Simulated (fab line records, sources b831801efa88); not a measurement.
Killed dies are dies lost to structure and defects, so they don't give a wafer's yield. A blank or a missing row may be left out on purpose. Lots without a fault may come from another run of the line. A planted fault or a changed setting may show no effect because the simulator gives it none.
Which tool did it? | flow gf180mcu | 12 lots, 36 wafers sampled, at 6 steps of a route of 602

WHAT THE GAUGES READ, wafer by wafer
GF_VT_IMPLANT_OVL_MEAS_07. Usual: VT_IMPLANT_OVL -0.3 nm, standard deviation 1.3.
lot  | measured     | on         | VT_IMPLANT_OVL (nm) | flag
L920 | day 5 22:19  | overlay-02 | 2.0 -1.0 0.2        |
L921 | day 6 03:39  | overlay-02 | 1.3 1.3 -1.0        |
L924 | day 6 21:29  | overlay-01 | -1.4 -2.4 -1.4      |
L926 | day 7 09:27  | overlay-01 | -1.5 -1.3 -1.5      |
L928 | day 7 23:41  | overlay-02 | 1.4 1.8 0.8         |
L934 | day 9 11:17  | overlay-01 | - - -               | OFF
L936 | day 9 21:02  | overlay-02 | 0.3 1.3 -0.7        |
L937 | day 10 04:23 | overlay-01 | -1.8 -0.8 -1.5      |
L939 | day 10 18:11 | overlay-01 | 0.0 -0.1 0.8        |
L940 | day 10 23:29 | overlay-01 | -0.2 -1.6 -1.6      |
L941 | day 11 06:53 | overlay-01 | -1.6 0.9 -0.9       |
L942 | day 11 13:17 | overlay-02 | 1.3 1.4 1.3         |

GF_VT_IMPLANT_TW_MEAS_10. Usual: VT_IMPLANT_TW 569, standard deviation 9.7.
lot  | measured     | on            | VT_IMPLANT_TW     | flag
L920 | day 5 22:37  | film_metro-01 | 579 584 582       |
L921 | day 6 03:56  | film_metro-01 | 578 577 577       |
L924 | day 6 21:46  | film_metro-03 | 565 561 565       |
L926 | day 7 09:44  | film_metro-04 | 563 564 565       |
L928 | day 7 23:58  | film_metro-04 | 562 563 559       |
L934 | day 9 11:34  | film_metro-04 | 30 30 30 30 30 30 | OFF
L936 | day 9 21:20  | film_metro-04 | 561 562 562       |
L937 | day 10 04:41 | film_metro-04 | 556 560 555       |
L939 | day 10 18:28 | film_metro-01 | 582 578 582       |
L940 | day 10 23:46 | film_metro-01 | 580 581 579       |
L941 | day 11 07:10 | film_metro-01 | 583 578 578       |
L942 | day 11 13:34 | film_metro-04 | 554 553 552       |

GF_CONTACT_THK_MEAS_03. Usual: CONTACT_CVD_02_THK 861 nm, standard deviation 12.
lot  | measured     | on            | CONTACT_CVD_02_THK (nm) | flag
L920 | day 15 12:55 | film_metro-02 | 850 874 878             |
L921 | day 15 20:20 | film_metro-02 | 861 874 863             |
L924 | day 16 20:51 | film_metro-03 | 853 862 879             |
L926 | day 17 13:35 | film_metro-04 | 851 860 872             |
L928 | day 18 09:05 | film_metro-03 | 857 861 875             |
L936 | day 21 03:53 | film_metro-04 | 854 860 861             |
L937 | day 21 15:01 | film_metro-04 | 864 885 875             |
L939 | day 22 03:16 | film_metro-04 | 851 866 867             |
L940 | day 22 11:19 | film_metro-04 | 842 845 850             |
L941 | day 22 20:12 | film_metro-04 | 844 863 858             |
L942 | day 23 14:56 | film_metro-04 | 868 852 856             |

WHICH TOOL RAN EACH LOT (tool, then ch and the chambers of the sampled wafers, then the start)
lot  | GF_VT_IMPLANT_EXPOSE_04             | GF_SAB_ETCH_11                     | GF_SALICIDE_SPUTTER_02
L920 | iline_stepper-01 ch 0, day 5 15:31  | rie_diel-01 ch 0,2,3, day 15 11:50 | pvd_sputter-04, day 15 12:12
L921 | iline_stepper-01 ch 0, day 5 21:00  | rie_diel-04 ch 0,1,2, day 15 19:17 | pvd_sputter-02, day 15 19:38
L924 | iline_stepper-01 ch 0, day 6 14:24  | rie_diel-01 ch 0,1,2, day 16 19:47 | pvd_sputter-04, day 16 20:08
L926 | iline_stepper-01 ch 0, day 7 01:45  | rie_diel-01 ch 0,2,3, day 17 12:29 | pvd_sputter-03, day 17 12:50
L928 | iline_stepper-02 ch 0, day 7 16:11  | rie_diel-01 ch 2,3, day 18 07:50   | pvd_sputter-03, day 18 08:22
L934 | iline_stepper-02 ch 0, day 9 03:15  | -                                  | -
L936 | iline_stepper-01 ch 0, day 9 13:48  | rie_diel-04 ch 2,3, day 21 02:41   | pvd_sputter-03, day 21 03:05
L937 | iline_stepper-02 ch 0, day 9 19:47  | rie_diel-01 ch 0,1,2, day 21 13:56 | pvd_sputter-03, day 21 14:19
L939 | iline_stepper-02 ch 0, day 10 09:54 | rie_diel-04 ch 0,1, day 22 02:11   | pvd_sputter-02, day 22 02:34
L940 | iline_stepper-01 ch 0, day 10 14:18 | rie_diel-04 ch 0,1,2, day 22 10:17 | pvd_sputter-03, day 22 10:37
L941 | iline_stepper-02 ch 0, day 10 22:01 | rie_diel-01 ch 1,2, day 22 19:08   | pvd_sputter-03, day 22 19:29
L942 | iline_stepper-01 ch 0, day 11 04:22 | rie_diel-02 ch 0,2,3, day 23 13:53 | pvd_sputter-03, day 23 14:14
- GF_VT_IMPLANT_EXPOSE_04: exposes mask LVPWELL LV AREA, target cd 600 nm.
- GF_SAB_ETCH_11: etches SiO2 in C4F8/O2/Ar, target depth 55 nm, time 8.5 s.
- GF_SALICIDE_SPUTTER_02: material Co, target thk 10 nm, time 20 s.

WHAT THE TOOLS THEMSELVES READ (means of the sampled wafers that have a number; where no wafer has one, the mark that the record gives instead)
GF_SAB_ETCH_11. Usual: oes_product_au 1.002 a.u., standard deviation 0.011.
lot  | tool        | oes_product_au (a.u.) | flag
L920 | rie_diel-01 | 1.012                 |
L921 | rie_diel-04 | 1.010                 |
L924 | rie_diel-01 | 0.992                 |
L926 | rie_diel-01 | 0.997                 |
L928 | rie_diel-01 | 1.013                 |
L936 | rie_diel-04 | 0.983                 |
L937 | rie_diel-01 | 1.003                 |
L939 | rie_diel-04 | 1.012                 |
L940 | rie_diel-04 | 1.002                 |
L941 | rie_diel-01 | 1.001                 |
L942 | rie_diel-02 | 0.992                 |

GF_SALICIDE_SPUTTER_02. Usual: cathode_dc_power_W 1000.0 W, standard deviation 0.2; throttle_valve_pct 30.2 %, standard deviation 1.
lot  | tool           | cathode_dc_power_W (W) | throttle_valve_pct (%) | flag
L920 | pvd_sputter-04 | 1000.0                 | 31.4                   |
L921 | pvd_sputter-02 | 999.8                  | 29.9                   |
L924 | pvd_sputter-04 | 1000.3                 | 30.6                   |
L926 | pvd_sputter-03 | 1000.1                 | 30.6                   |
L928 | pvd_sputter-03 | 1000.0                 | 30.5                   |
L936 | pvd_sputter-03 | 1000.0                 | 31.3                   |
L937 | pvd_sputter-03 | 1000.0                 | 29.8                   |
L939 | pvd_sputter-02 | 999.9                  | 28.9                   |
L940 | pvd_sputter-03 | 1000.1                 | 29.9                   |
L941 | pvd_sputter-03 | 1000.1                 | 30.3                   |
L942 | pvd_sputter-03 | 999.9                  | 30.5                   |

THE ANSWER, worked out from the rows above alone
Rule: a lot is off if the mean of its wafers that have a number lies more than 3 standard deviations from the usual mean. A lot without any number at a reading at which 4 lots or more have one is off too. The other lots that the step has rows for count as sound. The gauges are gone through in route order, then the tools' own readings, and for those a lot's mean is taken as printed above. The first step at which some lot is off is used, and at that step the reading that is off furthest; a lot without a number counts as furthest.
Off: L934, at GF_VT_IMPLANT_OVL_MEAS_07 (VT_IMPLANT_OVL). Without a number there: L934.
A tool fits if, at a process step before that reading, it ran every lot that is off, and no sound lot after the first of them. The gauges at GF_VT_IMPLANT_OVL_MEAS_07 aren't tried: what is off there is off at GF_VT_IMPLANT_TW_MEAS_10 too, on other tools, and a gauge's error can't cause that. None of those tried fits.

WHAT THE SIMULATOR HAD PUT IN
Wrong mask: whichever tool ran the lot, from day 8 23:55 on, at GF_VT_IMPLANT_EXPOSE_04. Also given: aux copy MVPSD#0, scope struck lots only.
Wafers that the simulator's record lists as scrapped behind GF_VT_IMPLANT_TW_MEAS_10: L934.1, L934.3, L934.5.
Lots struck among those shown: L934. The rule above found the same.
